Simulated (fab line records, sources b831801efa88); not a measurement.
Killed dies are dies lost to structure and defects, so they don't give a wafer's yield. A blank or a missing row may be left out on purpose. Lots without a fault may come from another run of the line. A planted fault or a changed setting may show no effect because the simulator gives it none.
Chamber matching | flow sky130 | SKY_LI_CONTACT_CMP_24 on cmp-02: 4 sister chambers
The step polishes, stops on PSG, t overpolish 20 s, target thk 0 nm. 4 wafers are shown with their chamber, then 8 later ones without.

WAFERS WITH THEIR CHAMBER
wafer  | chamber | motor_current_A (A)
L843.1 | 0       | 10.1
L843.3 | 1       | 12.2
L843.4 | 2       | 11.8
L845.1 | 3       | 10.9

WAFERS WITHOUT THEIR CHAMBER
wafer  | motor_current_A (A)
L845.2 | 11.6
L845.4 | 10.2
L848.2 | 11.4
L848.4 | 11.6
L848.6 | 9.8
L849.1 | 12.8
L849.4 | 11.6
L849.5 | 11.6

WHICH CHAMBER EACH WENT THROUGH
wafer  | from the rows above          | in truth
L845.2 | can't be placed: 2 or 1 or 3 | 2
L845.4 | can't be placed: 0 or 3      | 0
L848.2 | can't be placed: 2 or 3 or 1 | 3
L848.4 | can't be placed: 2 or 1 or 3 | 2
L848.6 | 0                            | 0
L849.1 | can't be placed: 1 or 2      | 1
L849.4 | can't be placed: 2 or 1 or 3 | 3
L849.5 | can't be placed: 2 or 1 or 3 | 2
Placed correctly: 1 of 8. Can't be placed from these rows: 7 (the true chamber is among the candidates in 7). Placed wrongly: 0.
How it was worked out, from the rows above alone: a wafer's distance from a chamber is the root of the sum, over the readings, of the square of ((its reading less the chamber's mean) divided by the reading's scatter). The wafer belongs to the nearest chamber; if the next one is less than 2 further off, it can't be placed. A chamber's mean is the mean of its shown wafers. The scatter: with one shown wafer a chamber, the root of the mean of the squares of how far each hidden wafer lies from its nearest shown one.
